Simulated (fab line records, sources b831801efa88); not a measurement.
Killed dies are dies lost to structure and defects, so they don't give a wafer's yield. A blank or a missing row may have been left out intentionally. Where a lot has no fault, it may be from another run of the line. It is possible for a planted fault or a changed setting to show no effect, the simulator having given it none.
A struck lot beside a sound one	flow sky130	15 out of 708 route steps
Sound: these wafers, L680.2, L680.3, L680.6. The struck wafers were L694.4, L694.5. At the end, the cause is stated.
At each step with rows: each side's tool, then ch and its chambers, then its first start. Under that, the readings that differ: sound wafers	struck wafers	difference of the means	sigmas: that difference in standard deviations of wafers without a fault.
alike: words and numbers the same on both sides, and readings whose means are apart by under 2 such deviations; not compared: readings that were withheld, readings missing a value for some wafer, numbers with overlapping values and no deviation given by the record, and bounds like >300 which may hide the same value.
The two part at a step that has a row with sigmas, a row that says differs or no value, or rows on one side only. Numbers that don't overlap but have no deviation are shown without sigmas and don't part them. Lack of a reading on every wafer of one side parts them only where that side has two or more wafers.

SKY_SPACER_THK_MEAS_01:
  sound on film-metro-03, day 25 19:13; struck on film-metro-01, day 30 05:38
  alike: SPACER_CVD_00_THK
SKY_SPACER_ETCHBACK_02: etches Si3N4 in CH3F/O2, stops on SiO2, time 46.7 s, target depth 45 nm.
  sound on rie-diel-01 ch 0,1,2, day 25 19:16; struck on rie-diel-04 ch 2,3, day 30 05:40
  alike: bias-w, drypump-motor-current-A, oes-product-au, throttle-valve-pct
  not compared: rf-hours-counter-h
then, 8 steps without rows for these wafers: SKY_POLY_CUT_DEHYDRATE_00 (time 60 s); SKY_POLY_CUT_HMDS_01 (prime time 60 s); SKY_POLY_CUT_COAT_02 (resist thk 60 nm); SKY_POLY_CUT_COAT_03 (resist thk 450 nm); SKY_POLY_CUT_SOFTBAKE_04 (time 90 s); SKY_POLY_CUT_EXPOSE_05 (exposes mask NPCM, target cd 270 nm); SKY_POLY_CUT_PEB_06; SKY_POLY_CUT_DEVELOP_07 (develop time 60 s).
SKY_POLY_CUT_CD_MEAS_08: the cd target is 270 nm.
  sound on cd-sem-01, day 27 00:26; struck on cd-sem-02, day 31 09:22
  alike: cd-nm
SKY_POLY_CUT_OVL_MEAS_09:
  sound on overlay-01, day 27 00:32; struck on overlay-01, day 31 09:26
  alike: POLY_CUT_OVL
SKY_POLY_CUT_ETCH_10: etches BARC in N2/H2, stops on SiO2, time 45.9 s, target depth 60 nm.
  sound on rie-diel-01 ch 1,2,3, day 27 00:34; struck on rie-diel-03 ch 0,3, day 31 09:27
reading	sound	struck	difference	sigmas
oes-product-au (a.u.)	0.860 0.852 0.852	0.835 0.835	-0.020	-4
run-length-s (s)	74.3 74.5 74.0	77.2 77.0	+2.8	+7
model.SiO2_of_SONOS_ONO_CVD_04.thk-nm (nm)	4.279 4.256 4.261	4.166 4.169	-0.098	
  alike: bias-w, drypump-motor-current-A, throttle-valve-pct
  not compared: rf-hours-counter-h
SKY_POLY_CUT_ETCH_11: etches Si3N4 in CF4/CH2F2/Ar, stops on poly-Si, time 42.5 s, target depth 60 nm.
  sound on rie-diel-01 ch 1,2,3, day 27 00:37; struck on rie-diel-03 ch 0,3, day 31 09:30
  alike: bias-w, drypump-motor-current-A, mfc-ar-sccm, oes-product-au, run-length-s, throttle-valve-pct
  not compared: rf-hours-counter-h
-- the record jumps here: 19 days lie between the struck wafers' starts before and after (it left off in module POLY_CUT and takes up again in module PAD_OPEN, whose first step shown is number 708 of the route) --
SKY_PAD_OPEN_PROBE_99:
  only the struck wafers here have rows in the record (prober-02, day 50 14:31); the sound ones have none

WHERE THEY PART
Earliest at SKY_POLY_CUT_ETCH_10; latest, in this record, at SKY_PAD_OPEN_PROBE_99.

WHY: whatever the simulator had introduced
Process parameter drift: rie-diel-03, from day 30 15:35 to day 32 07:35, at SKY_POLY_CUT_ETCH_10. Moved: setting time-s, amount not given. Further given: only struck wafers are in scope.
